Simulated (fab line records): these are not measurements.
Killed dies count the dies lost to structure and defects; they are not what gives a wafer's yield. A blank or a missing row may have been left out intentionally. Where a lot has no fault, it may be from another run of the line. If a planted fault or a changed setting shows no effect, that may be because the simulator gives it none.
fab line records	flow sky130
record: lots: 6	wafers: 18	lastDay: 49
route steps=708 shown METAL3@556 PAD_OPEN@708
lots that met no fault: from a run of the same line without faults
startH: hours from the record's first day to the start of the lot's first wafer shown	waitH: hours elapsed since this lot's preceding step	" same as the row above	L1.1+2: a single row standing in for several wafers	- no value present, or no start provided	* or withheld: withheld	< > ~ a bound
route shown NAME@n: a module of which the file shows steps, and the number in the route of the first	usual: mean/standard deviation taken from wafers without a fault	same: alike in all rows	chamber/n: place in a boat	sites: the reading at each site	_std_site: standard deviation of those values	_edge_site: outer sites' mean less inner sites'	radiusMm: how far each site lies from the wafer's centre	mask NAME#n: copy n	behind: tool/chamber where the wafer was last shaped	hold: reason for holding the lot/hours on hold/outcome of the hold	device: the n, p or np transistor that did not switch	end of line: tests of these same wafers at the route's end	step lacking rows: just its recipe	killed: the dies lost at the first sort to structure and to defects; this is not the yield of the wafer	map: dies across one wafer; x = killed, . = not, _ = none there
set.NAME: the setting as run; set.NAME@STEP: as run at that earlier step	model.NAME: the simulator's own value behind a step, which no gauge read
lots seen at some steps along the route; tables by step, rows by wafer
services: when a tool's chamber went out of use (startH, in hours from the record's first day, below 0 if earlier), for how many hours, and the reason
== steps ==
step: SKY_METAL3_HMDS_06
recipe: primeTimeS: 60	primeTempC: 120
step: SKY_METAL3_COAT_07
recipe: resist: BARC	tempC: withheld	timeS: withheld	spinRpm: 3000	resistThkNm: 60
step: SKY_METAL3_COAT_08
recipe: resist: KrF-thick	spinRpm: 3000	resistThkNm: 1140
step: SKY_METAL3_SOFTBAKE_09
recipe: tempC: 100	timeS: 90	resist: KrF-thick
step: SKY_METAL3_EXPOSE_10
recipe: maskId: MM3	na: 0.68	sourceShape: annular	sigmaInner: 0.4	sigmaOuter: 0.8	targetCdNm: 300	doseMj: 28
step: SKY_METAL3_PEB_11
recipe: pebTempC: withheld	pebTimeS: withheld	resist: KrF-thick
step: SKY_METAL3_DEVELOP_12
recipe: developTimeS: 62.18	resist: KrF-thick	devTempC: 21
step: SKY_METAL3_CD_MEAS_13
recipe: targetCdNm: 300
usual: cdNm: 299.9/1.9
lot.wafer	tool	chamber	startH	waitH	cdNm
L432.1	cdSem-01	-	922.75	-	299.7
L432.2	"	-	"	"	300.1
L432.5	"	-	"	"	299.0
L435.2	cdSem-02	-	945.90	-	300.5
L435.3	"	-	"	"	301.7
L435.6	"	-	"	"	300.2
L436.2	cdSem-01	-	976.51	-	298.8
L436.3	"	-	"	"	298.9
L436.6	"	-	"	"	299.8
L444.1	cdSem-01	-	1002.33	-	301.2
L444.2	"	-	"	"	300.7
L444.5	"	-	"	"	300.0
L450.1	cdSem-02	-	1039.39	-	302.1
L450.4	"	-	"	"	303.8
L450.5	"	-	"	"	303.5
L451.1	cdSem-02	-	1040.64	-	297.8
L451.3	"	-	"	"	298.8
L451.6	"	-	"	"	298.3
step: SKY_METAL3_OVL_MEAS_14
usual: METAL3_OVL: -2/5.2
lot.wafer	tool	chamber	startH	waitH	METAL3_OVL[nm]
L432.1	overlay-01	-	922.87	0.1	-4
L432.2	"	-	"	"	5
L432.5	"	-	"	"	-4
L435.2	overlay-02	-	946.01	0.1	-2
L435.3	"	-	"	"	-7
L435.6	"	-	"	"	4
L436.2	overlay-01	-	976.61	0.1	-2
L436.3	"	-	"	"	1
L436.6	"	-	"	"	3
L444.1	overlay-02	-	1002.45	0.1	1
L444.2	"	-	"	"	6
L444.5	"	-	"	"	1
L450.1	overlay-01	-	1039.51	0.1	8
L450.4	"	-	"	"	4
L450.5	"	-	"	"	5
L451.1	overlay-02	-	1040.76	0.1	6
L451.3	"	-	"	"	5
L451.6	"	-	"	"	9
step: SKY_METAL3_DESCUM_15
recipe: chemistry: O2	sourcePowerW: 150	biasPowerW: 0	pressureMtorr: 10	tempC: 40	timeS: 8
usual: drypumpMotorCurrentA: 5.7/0.58	oesProductAu: 1.003/0.019
same: biasPowerW: 0
lot.wafer	tool	chamber	startH	waitH	drypumpMotorCurrentA	oesProductAu	rfHoursCounterH
L432.1	rieMetal-03	1	922.91	0.0	6.0	0.991	9
L432.2	"	0	"	"	5.6	1.035	8
L432.5	"	1	"	"	6.0	0.999	-
L435.2	rieMetal-03	1	946.04	0.0	6.0	0.986	10
L435.3	"	1	"	"	6.0	0.991	-
L435.6	"	1	"	"	5.9	1.004	-
L436.2	rieMetal-04	0	976.64	0.0	4.7	0.994	17
L436.3	"	0	"	"	4.7	1.005	-
L436.6	"	0	"	"	4.7	1.001	-
L444.1	rieMetal-04	1	1002.49	0.0	5.9	1.012	6
L444.2	"	0	"	"	4.7	0.995	18
L444.5	"	0	"	"	4.7	1.007	-
L450.1	rieMetal-03	0	1039.54	0.0	5.6	1.031	14
L450.4	"	1	"	"	5.9	0.985	-
L450.5	"	0	"	"	5.6	1.038	-
L451.1	rieMetal-03	1	1040.79	0.0	5.9	0.976	15
L451.3	"	1	"	"	6.0	0.972	-
L451.6	"	1	"	"	6.0	0.988	-
step: SKY_METAL3_ETCH_16
recipe: chemistry: N2/H2	target: BARC	ionEnergyEv: 200	biasW: 100	pressureMtorr: 30	n2FlowSccm: 100	h2FlowSccm: 200	icpW: 500	stopOn: SiO2	timeS: 88.2	targetDepthA: 600
usual: drypumpMotorCurrentA: 5.7/0.59	oesProductAu: 0.626/0.0042	rfFwdPowerW: 496.2/1.8	throttleValvePct: 13.204/0.0096
lot.wafer	tool	chamber	startH	waitH	drypumpMotorCurrentA	oesProductAu	rfFwdPowerW	rfHoursCounterH	throttleValvePct
L432.1	rieMetal-03	1	922.94	0.0	6.0	0.629	495.2	9	13.213
L432.2	"	0	"	"	5.6	0.633	495.5	8	13.210
L432.5	"	1	"	"	6.0	0.616	496.7	-	13.217
L435.2	rieMetal-03	1	946.07	0.0	5.9	0.632	494.3	10	13.217
L435.3	"	1	"	"	6.0	0.629	493.2	-	13.210
L435.6	"	1	"	"	6.0	0.624	494.4	-	13.212
L436.2	rieMetal-04	0	976.68	0.0	4.7	0.627	495.6	17	13.211
L436.3	"	0	"	"	4.7	0.621	494.5	-	13.192
L436.6	"	0	"	"	4.7	0.623	494.9	-	13.205
L444.1	rieMetal-04	1	1002.52	0.0	5.9	0.625	492.7	6	13.202
L444.2	"	0	"	"	4.7	0.624	497.6	18	13.213
L444.5	"	0	"	"	4.7	0.629	498.2	-	13.183
L450.1	rieMetal-03	0	1039.57	0.0	5.6	0.624	496.9	14	13.217
L450.4	"	1	"	"	6.0	0.628	495.3	-	13.208
L450.5	"	0	"	"	5.6	0.626	495.6	-	13.210
L451.1	rieMetal-03	1	1040.83	0.0	6.0	0.626	494.7	15	13.217
L451.3	"	1	"	"	5.9	0.619	491.9	-	13.215
L451.6	"	1	"	"	6.0	0.623	494.0	-	13.187
step: SKY_METAL3_ETCH_17
recipe: target: SiO2	stopOn: TiN	chemistry: C4F8/O2/Ar	sourceW: 1500	biasW: 1200	pressureMtorr: 40	c4f8FlowSccm: withheld	O2_flow_sccm: 6	Ar_flow_sccm: 300	timeS: 3.9	targetDepthA: 150
usual: oesProductAu: 0.756/0.0085	rfFwdPowerW: 1468/6.5
lot.wafer	tool	chamber	startH	waitH	oesProductAu	rfFwdPowerW	rfHoursCounterH
L432.1	rieDiel-02	3	923.04	0.1	0.743	1482	4
L432.2	"	1	"	"	0.749	1464	27
L432.5	"	1	"	"	0.741	1467	-
L435.2	rieDiel-01	1	946.17	0.1	0.756	1465	5
L435.3	"	2	"	"	0.746	1473	15
L435.6	"	1	"	"	0.759	1456	-
L436.2	rieDiel-01	3	976.77	0.1	0.748	1485	7
L436.3	"	1	"	"	0.761	1465	5
L436.6	"	0	"	"	0.754	1458	-
L444.1	rieDiel-01	1	1002.62	0.1	0.760	1467	6
L444.2	"	0	"	"	0.762	1467	7
L444.5	"	1	"	"	0.770	1463	-
L450.1	rieDiel-02	0	1039.67	0.1	0.753	1468	2
L450.4	"	3	"	"	0.756	1475	7
L450.5	"	0	"	"	0.746	1463	-
L451.1	rieDiel-04	0	1040.92	0.1	0.761	1480	21
L451.3	"	1	"	"	0.751	1473	10
L451.6	"	1	"	"	0.759	1477	-
step: SKY_METAL3_METAL_ETCH_18
recipe: targetDepthA: 8450	stopOn: SiO2	overEtchFrac: 0.3	timeS: 183.1	chemistry: Cl2/BCl3	resistSidewallDeg: 88	pressureMtorr: 10	icpW: 900	biasW: 48.5	Cl2_flow_sccm: 60	bcl3FlowSccm: 30
usual: bcl3FlowSccm: 29.99/0.082	drypumpMotorCurrentA: 5.7/0.59	mfcCl2Sccm: 59.98/0.17	oesProductAu: 0.865/0.0072	rfFwdPowerW: 897/3.1	throttleValvePct: 22.265/0.009
lot.wafer	tool	chamber	startH	waitH	bcl3FlowSccm	drypumpMotorCurrentA	mfcCl2Sccm	oesProductAu	rfFwdPowerW	rfHoursCounterH	throttleValvePct	model.KrF-thick_of_METAL3_COAT_08.thkNm	model.SiO2_of_VIA2_HDPCVD_00.thkNm
L432.1	rieMetal-02	1	923.06	0.0	30.01	5.3	59.89	0.877	896	13	22.274	546.2	464.4
L432.2	"	0	"	"	30.07	6.6	60.10	0.870	899	4	22.267	519.5	465.9
L432.5	"	0	"	"	30.02	6.6	60.02	0.871	894	-	22.269	521.6	467.2
L435.2	rieMetal-02	1	946.19	0.0	30.00	5.3	59.98	0.866	1041	14	22.245	463	462.5
L435.3	"	0	"	"	29.87	6.6	59.91	0.861	894	-	22.267	519.8	466.2
L435.6	"	1	"	"	29.93	5.3	59.83	0.861	1044	-	22.268	464.6	463.5
L436.2	rieMetal-02	1	976.79	0.0	29.95	5.3	60.13	0.867	1037	16	22.256	471.9	464.4
L436.3	"	0	"	"	30.01	6.6	60.03	0.872	900	-	22.261	529.3	467
L436.6	"	0	"	"	29.90	6.6	60.27	0.865	900	-	22.268	529.7	466.7
L444.1	rieMetal-03	1	1002.64	0.0	30.13	5.9	59.93	0.865	899	13	22.267	531.4	466.4
L444.2	"	0	"	"	29.97	5.6	60.00	0.864	894	12	22.278	502.6	463.4
L444.5	"	1	"	"	29.95	6.0	59.87	0.864	896	-	22.269	544	465.8
L450.1	rieMetal-02	0	1039.69	0.0	29.86	6.6	59.95	0.860	894	10	22.258	527.9	467.4
L450.4	"	0	"	"	29.92	6.6	60.25	0.875	894	-	22.263	534.4	465.1
L450.5	"	0	"	"	29.82	6.6	60.16	0.872	896	-	22.263	528.5	465.5
L451.1	rieMetal-04	1	1040.94	0.0	29.89	5.9	59.66	0.866	899	8	22.273	521.7	467.3
L451.3	"	0	"	"	29.91	4.7	59.77	0.863	889	-	22.252	521.2	467.9
L451.6	"	0	"	"	29.97	4.7	59.63	0.878	891	-	22.259	528.2	466.3
step: SKY_METAL3_STRIP_19
recipe: chemistry: O2/N2	powerW: 1400	pressureMtorr: 1500	platenTempC: withheld	o2FlowSccm: 3000	n2FlowSccm: 300	overashFraction: 0.5
usual: drypumpMotorCurrentA: 5.6/0.71	oesProductAu: 0.501/0.0077	stripTimeToEndpointS: 6.52/0.14
lot.wafer	tool	chamber	startH	waitH	drypumpMotorCurrentA	oesProductAu	rfHoursCounterH	stripTimeToEndpointS
L432.1	plasmaAsher-02	0	923.23	0.1	5.1	0.511	110	6.72
L432.2	"	1	"	"	5.9	0.500	110	6.46
L432.5	"	0	"	"	5.2	0.500	-	6.49
L435.2	plasmaAsher-02	0	946.37	0.1	5.1	0.479	113	5.89
L435.3	"	1	"	"	5.9	0.495	-	6.47
L435.6	"	1	"	"	5.9	0.473	-	5.91
L436.2	plasmaAsher-01	0	976.97	0.1	5.2	0.475	84	5.97
L436.3	"	1	"	"	6.2	0.503	-	6.57
L436.6	"	1	"	"	6.2	0.502	-	6.55
L444.1	plasmaAsher-01	0	1002.81	0.1	5.2	0.499	87	6.57
L444.2	"	1	"	"	6.2	0.484	87	6.28
L444.5	"	1	"	"	6.2	0.512	-	6.69
L450.1	plasmaAsher-01	1	1039.87	0.1	6.2	0.506	90	6.54
L450.4	"	0	"	"	5.3	0.514	-	6.61
L450.5	"	1	"	"	6.2	0.499	-	6.55
L451.1	plasmaAsher-04	1	1041.12	0.1	4.7	0.499	26	6.48
L451.3	"	1	"	"	4.7	0.503	-	6.48
L451.6	"	0	"	"	6.7	0.501	-	6.57
step: SKY_METAL3_STRIP_20
recipe: chemistry: postEtchResidueRemover	timeS: 1200	tempC: 72.5
step: SKY_PAD_OPEN_PROBE_99
usual: defectLimitedYield: 82.5/1.8	killed_at_M0_to_M3: 44/6.6	killed_at_M4_up: 2.9/1.8	killedAtContacts: 24/4.8	killedAtFrontEnd: 15/4.5	killedAtOther: 0.3/0.64	killedDies: 86/8.7	killedOpen: 47/6.5	killedShort: 39/5.8	sort_bin_3_pad_short: 0.9/0.4	sort_bin_5_function: 10.3/1.4	sort_bin_6_memory: 6.2/1.1	sortNPass: 406/8.7	sortYieldPct: 82.5/1.8
same: grossDies: 492	killedAtBackSide: 0	sort_bin_4_leakage[%]: 0	sort_bin_8_speed[%]: 0
lot.wafer	tool	chamber	startH	waitH	defectLimitedYield[%]	killed_at_M0_to_M3	killed_at_M4_up	killedAtContacts	killedAtFrontEnd	killedAtOther	killedDies	killedOpen	killedShort	sort_bin_3_pad_short[%]	sort_bin_5_function[%]	sort_bin_6_memory[%]	sortNPass	sortYieldPct[%]
L432.1	prober-02	-	1091.66	0.1	83.1	37	1	27	18	0	83	49	34	0.2	9.8	6.9	409	83.1
L432.2	prober-02	-	1091.71	0.1	80.7	46	3	33	13	0	95	56	39	1.2	12.0	6.1	397	80.7
L432.5	prober-02	-	1091.86	0.2	81.5	46	3	24	18	0	91	46	44	1.6	11.2	5.7	401	81.5
L444.1	prober-02	-	1159.57	0.1	82.7	46	2	25	11	1	85	41	43	0.8	8.5	7.9	407	82.7
L444.2	prober-02	-	1159.62	0.1	82.3	41	1	20	25	0	87	45	42	1.6	10.6	5.5	405	82.3
L444.5	prober-02	-	1159.77	0.2	82.9	48	5	19	12	0	84	45	39	0.2	8.9	7.9	408	82.9
L450.1	prober-02	-	1185.26	0.1	84.8	37	5	22	10	1	75	50	24	0.4	8.3	6.5	417	84.8
L450.4	prober-02	-	1185.41	0.2	83.9	36	3	25	15	0	79	39	39	1.2	9.8	5.1	413	83.9
L450.5	prober-02	-	1185.46	0.2	81.9	46	3	17	21	2	89	45	43	0.6	10.8	6.7	403	81.9
L451.1	prober-01	-	1186.76	0.1	81.1	41	4	25	22	1	93	55	37	0.4	11.6	6.9	399	81.1
L451.3	prober-01	-	1186.86	0.2	83.3	36	4	21	21	0	82	42	35	1.0	9.3	6.3	410	83.3
L451.6	prober-01	-	1187.01	0.2	82.7	53	3	16	13	0	85	48	36	0.6	10.8	5.9	407	82.7
killed by level:class
L432.1 VIA1:geometricParticle:open=10 CONTACT:geometricParticle:open=8 LI_CONTACT:geometricParticle:open=7 POLY_GATE:geometricParticle:open=5 LOCAL_INTERCONNECT:geometricParticle:short=5 METAL1:geometricParticle:short=5 VIA1:geometricParticle:short=5 FIELD_ISO:geometricParticle:open=4
L432.2 VIA1:geometricParticle:open=11 CONTACT:geometricParticle:open=9 VIA3:geometricParticle:open=9 LOCAL_INTERCONNECT:geometricParticle:short=8 LI_CONTACT:geometricParticle:open=8 VIA2:geometricParticle:open=6 CONTACT:geometricParticle:short=6 FIELD_ISO:geometricParticle:open=4
L432.5 VIA3:geometricParticle:open=11 FIELD_ISO:geometricParticle:short=8 VIA1:geometricParticle:open=7 FIELD_ISO:geometricParticle:open=6 CONTACT:geometricParticle:open=6 LI_CONTACT:geometricParticle:open=5 VIA2:geometricParticle:open=5 VIA3:geometricParticle:short=5
L444.1 LI_CONTACT:geometricParticle:open=10 METAL2:geometricParticle:short=8 VIA3:geometricParticle:open=8 CONTACT:geometricParticle:open=7 VIA3:geometricParticle:short=7 VIA1:geometricParticle:short=5 VIA1:geometricParticle:open=5 VIA2:geometricParticle:open=5
L444.2 VIA3:geometricParticle:open=9 FIELD_ISO:geometricParticle:short=7 VIA2:geometricParticle:open=7 LI_CONTACT:geometricParticle:open=6 LOCAL_INTERCONNECT:geometricParticle:short=6 METAL1:geometricParticle:short=6 VIA1:geometricParticle:open=6 FIELD_ISO:geometricParticle:open=5
L444.5 VIA1:geometricParticle:open=10 LI_CONTACT:geometricParticle:open=7 METAL1:geometricParticle:short=7 POLY_GATE:geometricParticle:open=6 VIA2:geometricParticle:open=6 VIA3:geometricParticle:short=6 METAL2:geometricParticle:short=6 CONTACT:geometricParticle:open=5
L450.1 LI_CONTACT:geometricParticle:open=9 CONTACT:geometricParticle:open=9 METAL2:geometricParticle:short=8 VIA3:geometricParticle:open=5 VIA1:geometricParticle:open=5 FIELD_ISO:geometricParticle:open=4 VIA1:geometricParticle:short=4 VIA2:geometricParticle:open=4
L450.4 LI_CONTACT:geometricParticle:open=7 CONTACT:geometricParticle:open=7 VIA1:geometricParticle:open=7 POLY_GATE:geometricParticle:open=6 LOCAL_INTERCONNECT:geometricParticle:short=6 VIA1:geometricParticle:short=6 VIA2:geometricParticle:short=4 VIA2:geometricParticle:open=4
L450.5 METAL2:geometricParticle:short=10 VIA1:geometricParticle:open=10 LI_CONTACT:geometricParticle:open=7 VIA3:geometricParticle:open=7 FIELD_ISO:geometricParticle:short=6 FIELD_ISO:geometricParticle:open=6 METAL1:geometricParticle:short=6 POLY_GATE:geometricParticle:open=4
L451.1 VIA1:geometricParticle:open=14 FIELD_ISO:geometricParticle:short=9 CONTACT:geometricParticle:open=9 VIA2:geometricParticle:open=8 CONTACT:geometricParticle:short=7 LI_CONTACT:geometricParticle:open=6 METAL2:geometricParticle:short=4 POLY_GATE:geometricParticle:open=4
L451.3 VIA1:geometricParticle:open=10 CONTACT:geometricParticle:open=9 VIA2:geometricParticle:open=9 POLY_GATE:geometricParticle:short=4 CONTACT:geometricParticle:short=4 METAL2:geometricParticle:short=4 NWELL:coatMicrobubblePrinted=4 FIELD_ISO:geometricParticle:short=3
L451.6 VIA1:geometricParticle:open=11 VIA3:geometricParticle:open=11 VIA1:geometricParticle:short=6 METAL2:geometricParticle:short=6 CONTACT:geometricParticle:open=5 METAL1:geometricParticle:short=5 VIA2:geometricParticle:open=5 LI_CONTACT:geometricParticle:open=4
== services ==
tool	chamber	startH	hours	kind
rieDiel-01	2	902.19	1.2	repair
rieDiel-01	3	914.63	6.6	repair
rieDiel-04	3	924.06	1.8	repair
rieDiel-02	-	926.42	2.4	repair
rieDiel-02	0	932.11	-	clean
rieDiel-02	0	932.11	-	consumableReplace:showerhead
rieDiel-02	0	932.11	24.5	scheduledDown
rieDiel-02	0	932.11	24.5	ventCycle
rieDiel-01	0	937.19	11.0	repair
rieDiel-04	-	969.17	14.6	pm
rieDiel-04	1	995.31	19.5	repair
rieDiel-04	2	995.54	33.2	repair
rieDiel-04	0	997.77	1.8	repair
rieDiel-01	2	1007.16	2.5	repair
rieDiel-01	2	1010.12	1.7	repair
rieDiel-02	-	1021.77	14.6	pm
rieMetal-03	-	1026.89	2.8	pm
rieDiel-04	3	1027.92	6.6	repair
== key ==
firstSign: step: SKY_METAL3_METAL_ETCH_18	reading: rfFwdPowerW	direction: up	sigmas: 46	usual: 897	struck: 1041
effect: step: SKY_METAL3_STRIP_19	reading: stripTimeToEndpointS	direction: down	sigmas: 4.2	usual: *	struck: *
modelEffect: step: SKY_METAL3_METAL_ETCH_18	value: KrF-thick_of_METAL3_COAT_08.thkNm	without: 538.9	struck: 466.5
metAt SKY_METAL3_METAL_ETCH_18
struckWafers L435.2,L435.6,L436.2
onsetBetween 923.06 946.19
fault: kind: processParameterDrift	tool: rieMetal-02	chamber: 1	onsetH: 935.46	steps: SKY_METAL3_METAL_ETCH_18	channel: icpW	offset: 144	shape: step	endH: 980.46	actsIn: theseRecipesOnly	stated: 900
